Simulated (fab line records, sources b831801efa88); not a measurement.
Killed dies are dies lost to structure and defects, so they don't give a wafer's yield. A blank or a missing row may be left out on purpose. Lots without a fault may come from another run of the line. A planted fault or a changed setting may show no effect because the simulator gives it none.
fab line records | flow sky130 | part 1 of 2: steps 1 to 29 of 37
record lots=5 wafers=15 last_day=49
route steps=708 shown LI_CONTACT@371 LOCAL_INTERCONNECT@387 CONTACT@406
lots that met no fault: from a run of the same line without faults
start_h: hours from the record's first day to the start of the lot's first wafer shown | wait_h: hours since the lot's step before | " the same as in the row above | L1.1+2: a row that stands for several wafers | - no value, or no start given | * or withheld: withheld | < > ~ a bound
route shown NAME@n: a module of which the file shows steps, and the number in the route of the first | usual: mean/standard deviation of fault-free wafers | same: alike in all rows | chamber/n: place in a boat | sites: the reading at each site | _std_site: their standard deviation | _edge_site: outer sites' mean less inner sites' | radius_mm: how far each site lies from the wafer's centre | mask NAME#n: copy n | behind: the tool/chamber that last shaped the wafer | hold: why the lot was held/for how many hours/how that ended | device: the transistor (n, p or np) that didn't switch | end of line: the same wafers' tests at the end of the route | a step without rows: its recipe alone | killed: dies lost to structure and defects at the first sort, not the wafer's yield | map: a wafer's dies, x killed, . not, _ none there
set.NAME: the setting as run; set.NAME@STEP: as run at that earlier step | model.NAME: the simulator's own value behind a step, which no gauge read
lots at some steps of the route; a table a step, a row a wafer
services: from which hour (start_h, from the record's first day; less than 0 if before it) a tool's chamber was out of use, for how many hours, and why
## steps
# step SKY_LI_CONTACT_EXPOSE_09
# recipe mask_id=LICM1 na=0.8 source_shape=annular sigma_inner=0.55 sigma_outer=0.85 target_cd_nm=170 dose_mj=38
# same sigma_inner=0.55
# columns lot.wafer tool chamber start_h wait_h mask
L081.2+4+6 krf_scanner-01 0 - - LICM1#0
L082.2+3+6 krf_scanner-02 0 - - LICM1#0
L083.2+4+5 krf_scanner-01 0 - - LICM1#0
L086.1+4+6 krf_scanner-02 0 - - LICM1#0
L090.1+2+3 krf_scanner-02 0 - - LICM1#0
# step SKY_LI_CONTACT_PEB_10
# recipe peb_temp_c=withheld peb_time_s=withheld resist=KrF-thick
# columns lot.wafer tool chamber start_h wait_h
L081.2+4+6 litho_track-03 0 - -
L082.2+3+6 litho_track-01 0 - -
L083.2+4+5 litho_track-04 0 - -
L086.1+4+6 litho_track-04 0 - -
L090.1+2+3 litho_track-04 0 - -
# step SKY_LI_CONTACT_DEVELOP_11
# recipe develop_time_s=60 resist=KrF-thick dev_temp_c=21
# columns lot.wafer tool chamber start_h wait_h
L081.2+4+6 litho_track-03 0 - -
L082.2+3+6 litho_track-01 0 - -
L083.2+4+5 litho_track-04 0 - -
L086.1+4+6 litho_track-04 0 - -
L090.1+2+3 litho_track-04 0 - -
# step SKY_LI_CONTACT_CD_MEAS_12
# recipe target_cd_nm=170
# usual cd_nm=170.4/1.7
# columns lot.wafer tool chamber start_h wait_h cd_nm
L081.2 cd_sem-02 - 730.23 - 169.5
L081.4 " - " " 169.5
L081.6 " - " " 171.2
L082.2 cd_sem-02 - 738.09 - 172.5
L082.3 " - " " 170.4
L082.6 " - " " 171.0
L083.2 cd_sem-01 - 747.14 - 168.8
L083.4 " - " " 168.2
L083.5 " - " " 169.0
L086.1 cd_sem-02 - 774.42 - 169.8
L086.4 " - " " 169.7
L086.6 " - " " 168.9
L090.1 cd_sem-01 - 799.32 - 170.0
L090.2 " - " " 170.0
L090.3 " - " " 169.6
# step SKY_LI_CONTACT_OVL_MEAS_13
# usual LI_CONTACT_OVL=-1/5.7
# columns lot.wafer tool chamber start_h wait_h LI_CONTACT_OVL[nm]
L081.2 overlay-01 - 730.34 0.1 -7
L081.4 " - " " -8
L081.6 " - " " -7
L082.2 overlay-02 - 738.19 0.1 -3
L082.3 " - " " -4
L082.6 " - " " -4
L083.2 overlay-02 - 747.25 0.1 -3
L083.4 " - " " -4
L083.5 " - " " 5
L086.1 overlay-01 - 774.54 0.1 1
L086.4 " - " " 2
L086.6 " - " " 3
L090.1 overlay-02 - 799.44 0.1 -1
L090.2 " - " " -3
L090.3 " - " " -5
# step SKY_LI_CONTACT_ETCH_14
# recipe chemistry=N2/H2 target=BARC ion_energy_ev=200 source_w=500 bias_w=100 pressure_mtorr=30 n2_flow_sccm=100 h2_flow_sccm=200 stop_on=SiO2 time_s=45.9 target_depth_a=600
# usual drypump_motor_current_A=5.7/0.44 oes_product_au=0.855/0.0051 rf_fwd_power_W=495.5/2.1 throttle_valve_pct=13.225/0.009
# columns lot.wafer tool chamber start_h wait_h drypump_motor_current_A oes_product_au rf_fwd_power_W rf_hours_counter_h throttle_valve_pct
L081.2 rie_diel-04 3 730.37 0.0 5.0 0.853 496.1 11 13.224
L081.4 " 2 " " 5.6 0.853 497.0 35 13.229
L081.6 " 1 " " 5.6 0.858 494.7 - 13.225
L082.2 rie_diel-04 2 738.22 0.0 5.5 0.847 497.2 36 13.214
L082.3 " 3 " " 5.1 0.857 497.4 11 13.232
L082.6 " 1 " " 5.7 0.846 494.5 - 13.242
L083.2 rie_diel-02 1 747.28 0.0 5.9 0.847 491.1 9 13.229
L083.4 " 2 " " 5.2 0.857 498.9 6 13.212
L083.5 " 2 " " 5.2 0.858 497.2 - 13.223
L086.1 rie_diel-01 3 774.58 0.0 5.7 0.862 499.2 10 13.209
L086.4 " 2 " " 6.3 0.857 494.8 3 13.226
L086.6 " 0 " " 5.7 0.852 496.9 - 13.216
L090.1 rie_diel-01 1 799.48 0.0 6.2 0.856 494.2 7 13.221
L090.2 " 3 " " 5.7 0.863 495.7 11 13.248
L090.3 " 0 " " 5.7 0.855 495.1 3 13.234
# step SKY_LI_CONTACT_ETCH_15
# recipe target=PSG chemistry=C4F8/O2/Ar stop_on=Si taper_deg=4.15 mask_material=KrF-thick source_w=1500 bias_w=1200 pressure_mtorr=40 c4f8_flow_sccm=withheld O2_flow_sccm=6 Ar_flow_sccm=300 time_s=withheld target_depth_a=6000
# usual oes_product_au=0.837/0.0043 rf_fwd_power_W=1493/4.8
# columns lot.wafer tool chamber start_h wait_h oes_product_au rf_fwd_power_W
L081.2 rie_diel-04 3 730.41 0.0 0.836 1495
L081.4 " 2 " " 0.835 1497
L081.6 " 1 " " 0.840 1491
L082.2 rie_diel-04 2 738.26 0.0 0.835 1497
L082.3 " 3 " " 0.838 1498
L082.6 " 1 " " 0.841 1490
L083.2 rie_diel-02 1 747.32 0.0 0.834 1494
L083.4 " 2 " " 0.834 1494
L083.5 " 2 " " 0.832 1504
L086.1 rie_diel-01 3 774.62 0.0 0.829 1497
L086.4 " 2 " " 0.839 1490
L086.6 " 0 " " 0.843 1507
L090.1 rie_diel-01 1 799.52 0.0 0.840 1492
L090.2 " 3 " " 0.837 1498
L090.3 " 0 " " 0.839 1493
# step SKY_LI_CONTACT_STRIP_16
# recipe chemistry=O2/N2 power_w=1400 pressure_mtorr=1500 platen_temp_c=withheld o2_flow_sccm=3000 n2_flow_sccm=300 overash_fraction=0.5
# usual drypump_motor_current_A=5.6/0.47 o2_flow_sccm=2998/8.9 oes_product_au=0.375/0.0047 strip_time_to_endpoint_s=3.50/0.041
# columns lot.wafer tool chamber start_h wait_h drypump_motor_current_A o2_flow_sccm oes_product_au rf_hours_counter_h strip_time_to_endpoint_s
L081.2 plasma_asher-04 0 730.49 - 4.8 2993 0.376 101 3.52
L081.4 " 1 " " 5.9 3001 0.377 - 3.52
L081.6 " 0 " " 4.8 2996 0.381 - 3.55
L082.2 plasma_asher-03 0 738.35 - 6.0 3007 0.380 29 3.53
L082.3 " 0 " " 6.0 2998 0.375 - 3.49
L082.6 " 1 " " 5.6 3000 0.383 - 3.53
L083.2 plasma_asher-04 1 747.41 - 5.9 2998 0.370 0 3.43
L083.4 " 1 " " 5.9 2992 0.371 - 3.49
L083.5 " 1 " " 5.9 2984 0.379 - 3.49
L086.1 plasma_asher-04 1 774.71 - 5.9 2999 0.374 3 3.45
L086.4 " 0 " " 4.8 2991 0.385 - 3.52
L086.6 " 0 " " 4.8 2996 0.378 - 3.50
L090.1 plasma_asher-04 1 799.61 - 5.9 2999 0.379 5 3.43
L090.2 " 0 " " 4.8 2991 0.377 5 3.48
L090.3 " 0 " " 4.8 2980 0.376 - 3.50
# step SKY_LI_CONTACT_CLEAN_17
# recipe chemistry=NMP time_s=600 temp_c=60 dry=n2_spin
# columns lot.wafer tool chamber start_h wait_h
L081.2+4+6 wet_bench-01 2 730.59 0.1
L082.2+3+6 wet_bench-02 3 738.45 0.1
L083.2+4+5 wet_bench-01 1 747.51 0.1
L086.1+4+6 wet_bench-01 1 774.81 0.1
L090.1+2+3 wet_bench-02 1 799.71 0.1
# step SKY_LI_CONTACT_PRE_CLEAN_18
# recipe gas=Ar time_s=5.6 bias_v=358
# columns lot.wafer tool chamber start_h wait_h
L081.2+4+6 pvd_sputter-03 - 730.77 0.0
L082.2+3+6 pvd_sputter-04 - 738.64 0.0
L083.2+4+5 pvd_sputter-01 - 747.68 0.0
L086.1+4+6 pvd_sputter-03 - 775.00 0.0
L090.1+2+3 pvd_sputter-04 - 799.88 0.0
# step SKY_LI_CONTACT_SPUTTER_19
# recipe material=Ti target_thk_nm=20 chamber_pressure_pa=5 power_w=2500 substrate_temp_c=200 time_s=106.37
# usual throttle_valve_pct=30.1/1
# columns lot.wafer tool chamber start_h wait_h throttle_valve_pct
L081.2 pvd_sputter-03 - 730.79 0.0 29.2
L081.4 " - " " 29.6
L081.6 " - " " 28.2
L082.2 pvd_sputter-04 - 738.66 0.0 29.9
L082.3 " - " " 30.1
L082.6 " - " " 29.9
L083.2 pvd_sputter-01 - 747.70 0.0 31.7
L083.4 " - " " 30.0
L083.5 " - " " 30.4
L086.1 pvd_sputter-03 - 775.02 0.0 29.0
L086.4 " - " " 29.4
L086.6 " - " " 29.8
L090.1 pvd_sputter-04 - 799.90 0.0 31.8
L090.2 " - " " 30.1
L090.3 " - " " 30.5
# step SKY_LI_CONTACT_SPUTTER_20
# recipe material=TiN target_thk_nm=20 chamber_pressure_pa=5 power_w=4000 time_s=80
# usual throttle_valve_pct=30.1/1
# columns lot.wafer tool chamber start_h wait_h throttle_valve_pct
L081.2 pvd_sputter-03 - 730.86 0.0 29.2
L081.4 " - " " 29.5
L081.6 " - " " 28.1
L082.2 pvd_sputter-04 - 738.74 0.0 29.9
L082.3 " - " " 30.2
L082.6 " - " " 30.3
L083.2 pvd_sputter-01 - 747.78 0.0 31.7
L083.4 " - " " 30.2
L083.5 " - " " 30.2
L086.1 pvd_sputter-03 - 775.09 0.0 29.0
L086.4 " - " " 29.5
L086.6 " - " " 29.9
L090.1 pvd_sputter-04 - 799.98 0.0 32.0
L090.2 " - " " 30.1
L090.3 " - " " 30.8
# step SKY_LI_CONTACT_CVD_21
# recipe material=W target_thk_nm=400 time_s=120.56 temp_c=400 pressure_torr=40
# usual heater_power_w=832/50
# columns lot.wafer tool chamber start_h wait_h heater_power_w
L081.2 cvd_w-02 0 730.97 0.1 839
L081.4 " 0 " " 810
L081.6 " 0 " " 801
L082.2 cvd_w-01 0 738.80 0.0 744
L082.3 " 1 " " 873
L082.6 " 0 " " 756
L083.2 cvd_w-02 0 747.88 0.1 858
L083.4 " 0 " " 826
L083.5 " 0 " " 847
L086.1 cvd_w-02 0 775.15 0.0 813
L086.4 " 0 " " 813
L086.6 " 0 " " 840
L090.1 cvd_w-02 0 800.04 0.0 806
L090.2 " 1 " " 847
L090.3 " 0 " " 829
# step SKY_LI_CONTACT_RS_MEAS_22
# recipe thk_meas_gauge=four-point-probe reads=W_of_LI_CONTACT_CVD_21+TiN_of_LI_CONTACT_SPUTTER_20+Ti_of_LI_CONTACT_SPUTTER_19
# usual LI_CONTACT_W_RS=0.286/0.0031
# columns lot.wafer tool chamber start_h wait_h LI_CONTACT_W_RS[ohm/sq]
L081.2 film_metro-02 - 731.20 0.2 0.286
L081.4 " - " " 0.285
L081.6 " - " " 0.282
L082.2 film_metro-02 - 738.94 0.1 0.289
L082.3 " - " " 0.291
L082.6 " - " " 0.286
L083.2 film_metro-03 - 748.11 0.2 0.286
L083.4 " - " " 0.288
L083.5 " - " " 0.286
L086.1 film_metro-02 - 775.28 0.1 0.290
L086.4 " - " " 0.291
L086.6 " - " " 0.291
L090.1 film_metro-03 - 800.16 0.1 0.287
L090.2 " - " " 0.288
L090.3 " - " " 0.286
# step SKY_LI_CONTACT_THK_MEAS_23
# recipe thk_meas_gauge=xrf reads=W_of_LI_CONTACT_CVD_21
# usual LI_CONTACT_W_THK=390/5.9
# columns lot.wafer tool chamber start_h wait_h LI_CONTACT_W_THK[nm]
L081.2 film_metro-02 - 731.31 0.1 386
L081.4 " - " " 388
L081.6 " - " " 389
L082.2 film_metro-02 - 739.05 0.1 384
L082.3 " - " " 381
L082.6 " - " " 386
L083.2 film_metro-03 - 748.22 0.1 396
L083.4 " - " " 393
L083.5 " - " " 396
L086.1 film_metro-02 - 775.40 0.1 382
L086.4 " - " " 382
L086.6 " - " " 380
L090.1 film_metro-03 - 800.28 0.1 389
L090.2 " - " " 387
L090.3 " - " " 392
# step SKY_LI_CONTACT_CMP_24
# recipe stop_on=PSG t_overpolish_s=20 down_force_psi=3.5 platen_rpm=60 target_thk_nm=0 pad_velocity_m_s=0.94248
# usual edge_zone_pressure_frac=1.000/0.0047 head_pressure_psi=3.500/0.0073 motor_current_A=11.4/1.1 overpolish_run_s=19.999/0.0086 retaining_ring_pressure_frac=1.000/0.0044 time_to_endpoint_s=97/3.1
# columns lot.wafer tool chamber start_h wait_h edge_zone_pressure_frac head_pressure_psi motor_current_A overpolish_run_s retaining_ring_pressure_frac time_to_endpoint_s
L081.4 cmp-01 0 731.36 0.0 1.003 3.491 12.3 20.012 0.999 98
L081.2 " 3 " " 0.997 3.507 11.1 20.002 0.998 94
L081.6 " 1 " " 0.999 3.505 10.8 19.992 0.993 91
L082.3 cmp-02 0 739.15 0.1 1.000 3.487 10.3 19.999 0.999 96
L082.2 " 2 " " 0.994 3.492 12.7 19.996 1.000 97
L082.6 " 1 " " 1.000 3.485 10.8 19.990 0.996 101
L083.2 cmp-02 3 748.27 0.0 1.002 3.505 11.0 19.983 1.001 101
L083.4 " 0 " " 1.000 3.501 10.5 20.004 1.002 100
L083.5 " 0 " " 1.002 3.494 10.3 19.992 1.008 99
L086.4 cmp-02 2 775.51 0.1 0.997 3.502 12.3 19.988 1.003 102
L086.1 " 0 " " 1.001 3.489 10.0 19.994 1.000 96
L086.6 " 1 " " 1.003 3.500 10.9 19.986 1.005 99
L090.2 cmp-02 0 800.34 0.0 0.997 3.502 9.8 19.992 1.010 92
L090.1 " 2 " " 1.002 3.506 12.0 19.997 0.997 94
L090.3 " 3 " " 1.001 3.510 11.1 20.000 0.995 97
# step SKY_LOCAL_INTERCONNECT_SPUTTER_00
# recipe material=TiN target_thk_nm=100 temp_c=300 power_w=6500 time_s=83.3 chamber_pressure_pa=0.4
# usual throttle_valve_pct=30.0/0.96
# columns lot.wafer tool chamber start_h wait_h throttle_valve_pct
L081.2 pvd_sputter-01 - 731.66 0.1 31.8
L081.4 " - " " 30.0
L081.6 " - " " 30.2
L082.2 pvd_sputter-03 - 739.45 0.1 29.1
L082.3 " - " " 29.6
L082.6 " - " " 29.1
L083.2 pvd_sputter-02 - 748.57 0.2 32.0
L083.4 " - " " 29.5
L083.5 " - " " 29.3
L086.1 pvd_sputter-02 - 775.76 0.1 29.2
L086.4 " - " " 29.4
L086.6 " - " " 29.2
L090.1 pvd_sputter-02 - 800.64 0.1 32.0
L090.2 " - " " 29.8
L090.3 " - " " 29.4
# step SKY_LOCAL_INTERCONNECT_RS_MEAS_01
# recipe thk_meas_gauge=four-point-probe reads=TiN_of_LOCAL_INTERCONNECT_SPUTTER_00
# usual LOCAL_INTERCONNECT_TIN_RS=14.15/0.15
# columns lot.wafer tool chamber start_h wait_h LOCAL_INTERCONNECT_TIN_RS[ohm/sq]
L081.2 film_metro-02 - 731.74 0.1 14.21
L081.4 " - " " 14.00
L081.6 " - " " 14.23
L082.2 film_metro-03 - 739.53 0.1 14.24
L082.3 " - " " 14.32
L082.6 " - " " 14.27
L083.2 film_metro-02 - 748.65 0.1 14.22
L083.4 " - " " 14.23
L083.5 " - " " 14.17
L086.1 film_metro-01 - 775.82 0.0 14.00
L086.4 " - " " 14.01
L086.6 " - " " 13.98
L090.1 film_metro-01 - 800.71 0.0 13.88
L090.2 " - " " 14.15
L090.3 " - " " 13.78
# step SKY_LOCAL_INTERCONNECT_THK_MEAS_02
# recipe thk_meas_gauge=xrf reads=TiN_of_LOCAL_INTERCONNECT_SPUTTER_00
# usual LOCAL_INTERCONNECT_TIN_THK=101.6/1.1
# columns lot.wafer tool chamber start_h wait_h LOCAL_INTERCONNECT_TIN_THK[nm]
L081.2 film_metro-02 - 731.85 0.1 101.5
L081.4 " - " " 102.7
L081.6 " - " " 101.6
L082.2 film_metro-03 - 739.64 0.1 100.9
L082.3 " - " " 100.2
L082.6 " - " " 101.1
L083.2 film_metro-02 - 748.76 0.1 101.1
L083.4 " - " " 100.7
L083.5 " - " " 100.7
L086.1 film_metro-01 - 775.94 0.1 103.2
L086.4 " - " " 103.7
L086.6 " - " " 103.4
L090.1 film_metro-01 - 800.83 0.1 103.2
L090.2 " - " " 101.6
L090.3 " - " " 104.2
# step SKY_LOCAL_INTERCONNECT_DEHYDRATE_03
# recipe temp_c=200 time_s=60
# columns lot.wafer tool chamber start_h wait_h
L081.2+4+6 litho_track-03 0 744.59 12.7
L082.2+3+6 litho_track-01 0 752.59 12.9
L083.2+4+5 litho_track-03 0 760.14 11.4
L086.1+4+6 litho_track-03 0 788.51 12.6
L090.1+2+3 litho_track-02 0 813.73 12.9
# step SKY_LOCAL_INTERCONNECT_HMDS_04
# recipe prime_time_s=60 prime_temp_c=120
# columns lot.wafer tool chamber start_h wait_h
L081.2+4+6 litho_track-03 0 744.74 0.1
L082.2+3+6 litho_track-01 0 752.74 0.1
L083.2+4+5 litho_track-03 0 760.29 0.1
L086.1+4+6 litho_track-03 0 788.66 0.1
L090.1+2+3 litho_track-02 0 813.88 0.1
# step SKY_LOCAL_INTERCONNECT_COAT_05
# recipe resist=BARC temp_c=withheld time_s=withheld spin_rpm=3000 resist_thk_nm=60
# columns lot.wafer tool chamber start_h wait_h
L081.2+4+6 litho_track-03 0 744.89 0.1
L082.2+3+6 litho_track-01 0 752.89 0.1
L083.2+4+5 litho_track-03 0 760.44 0.1
L086.1+4+6 litho_track-03 0 788.81 0.1
L090.1+2+3 litho_track-02 0 814.03 0.1
# step SKY_LOCAL_INTERCONNECT_COAT_06
# recipe resist=KrF-thick spin_rpm=3000 resist_thk_nm=450
# columns lot.wafer tool chamber start_h wait_h
L081.2+4+6 litho_track-03 0 - -
L082.2+3+6 litho_track-01 0 - -
L083.2+4+5 litho_track-03 0 - -
L086.1+4+6 litho_track-03 0 - -
L090.1+2+3 litho_track-02 0 - -
# step SKY_LOCAL_INTERCONNECT_SOFTBAKE_07
# recipe temp_c=100 time_s=90 resist=KrF-thick
# columns lot.wafer tool chamber start_h wait_h
L081.2+4+6 litho_track-03 0 - -
L082.2+3+6 litho_track-01 0 - -
L083.2+4+5 litho_track-03 0 - -
L086.1+4+6 litho_track-03 0 - -
L090.1+2+3 litho_track-02 0 - -
# step SKY_LOCAL_INTERCONNECT_EXPOSE_08
# recipe mask_id=LI1M na=0.8 source_shape=annular sigma_inner=0.55 sigma_outer=0.85 target_cd_nm=170 dose_mj=28
# same sigma_inner=0.55
# columns lot.wafer tool chamber start_h wait_h mask
L081.2+4+6 krf_scanner-02 0 - - LI1M#0
L082.2+3+6 krf_scanner-02 0 - - LI1M#0
L083.2+4+5 krf_scanner-02 0 - - LI1M#0
L086.1+4+6 krf_scanner-02 0 - - LI1M#0
L090.1+2+3 krf_scanner-02 0 - - LI1M#0
# step SKY_LOCAL_INTERCONNECT_PEB_09
# recipe peb_temp_c=withheld peb_time_s=withheld resist=KrF-thick
# columns lot.wafer tool chamber start_h wait_h
L081.2+4+6 litho_track-01 0 - -
L082.2+3+6 litho_track-01 0 - -
L083.2+4+5 litho_track-01 0 - -
L086.1+4+6 litho_track-01 0 - -
L090.1+2+3 litho_track-02 0 - -
# step SKY_LOCAL_INTERCONNECT_DEVELOP_10
# recipe develop_time_s=60 resist=KrF-thick dev_temp_c=21
# columns lot.wafer tool chamber start_h wait_h
L081.2+4+6 litho_track-01 0 - -
L082.2+3+6 litho_track-01 0 - -
L083.2+4+5 litho_track-01 0 - -
L086.1+4+6 litho_track-01 0 - -
L090.1+2+3 litho_track-02 0 - -
# step SKY_LOCAL_INTERCONNECT_CD_MEAS_11
# recipe target_cd_nm=170
# usual cd_nm=169.8/1.6
# columns lot.wafer tool chamber start_h wait_h cd_nm
L081.2 cd_sem-02 - 757.74 - 169.4
L081.4 " - " " 169.7
L081.6 " - " " 169.1
L082.2 cd_sem-01 - 766.09 - 169.2
L082.3 " - " " 169.1
L082.6 " - " " 168.8
L083.2 cd_sem-02 - 774.68 - 170.7
L083.4 " - " " 169.6
L083.5 " - " " 171.8
L086.1 cd_sem-02 - 802.07 - 171.1
L086.4 " - " " 171.4
L086.6 " - " " 172.0
L090.1 cd_sem-01 - 827.83 - 169.9
L090.2 " - " " 170.8
L090.3 " - " " 170.3
# step SKY_LOCAL_INTERCONNECT_OVL_MEAS_12
# usual LOCAL_INTERCONNECT_OVL=0/5.8
# columns lot.wafer tool chamber start_h wait_h LOCAL_INTERCONNECT_OVL[nm]
L081.2 overlay-01 - 757.84 0.1 -3
L081.4 " - " " -1
L081.6 " - " " -6
L082.2 overlay-01 - 766.19 0.1 6
L082.3 " - " " 6
L082.6 " - " " 0
L083.2 overlay-01 - 774.79 0.1 -17
L083.4 " - " " -14
L083.5 " - " " -14
L086.1 overlay-01 - 802.19 0.1 -3
L086.4 " - " " -8
L086.6 " - " " -7
L090.1 overlay-01 - 827.95 0.1 7
L090.2 " - " " 0
L090.3 " - " " -2
